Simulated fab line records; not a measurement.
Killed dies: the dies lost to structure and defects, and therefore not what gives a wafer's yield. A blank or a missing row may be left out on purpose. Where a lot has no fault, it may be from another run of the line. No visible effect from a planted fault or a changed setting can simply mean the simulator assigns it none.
Matching of chambers    flow gf180mcu    GF_MIM_CVD_05 on pecvd-02 has 3 sister chambers
The step deposits Si3N4, target thk 42 nm, time 29.086 s. 14 wafers are shown with their chamber, then 7 later ones without.

== EACH WAFER AND ITS CHAMBER ==
wafer   chamber  heater power w (W)
L080.1  1        514
L080.3  0        834
L080.5  2        765
L083.1  0        786
L083.2  2        786
L083.5  1        423
L087.2  0        787
L087.3  1        533
L087.4  2        765
L090.2  0        863
L090.4  0        869
L090.6  2        722
L091.1  1        431
L091.5  2        785

SIGNATURES (averages over the wafers above)
reading         chamber 0  chamber 1  chamber 2  scatter within a chamber
heater power w  827.80     475.25     764.60     41.1
Rule: a wafer lies at a distance from a chamber equal to the root of the sum of squares, over the readings, of (its reading less the chamber's mean, divided by the reading's scatter). If the next closest chamber is less than 2 further off than the closest, the wafer can't be placed; otherwise it belongs to the closest. The scatter: take each reading less its chamber's mean, square it, sum over the shown wafers, divide by the number of wafers less the number of chambers, and take the root.

== WAFERS MISSING THEIR CHAMBER ==
wafer   heater power w (W)
L091.6  423
L092.3  463
L092.4  772
L092.5  766
L093.2  497
L093.4  727
L093.6  495

== WHICH CHAMBER EACH ONE RAN IN ==
wafer   from the rows above      in truth
L091.6  1                        1
L092.3  1                        1
L092.4  can't be placed: 2 or 0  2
L092.5  can't be placed: 2 or 0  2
L093.2  1                        1
L093.4  can't be placed: 2 or 0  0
L093.6  1                        1
Correct placement for 4 of the 7. Cannot be placed on the basis of these rows: 3; the candidates contain the true chamber in 3. Wrongly placed: 0.
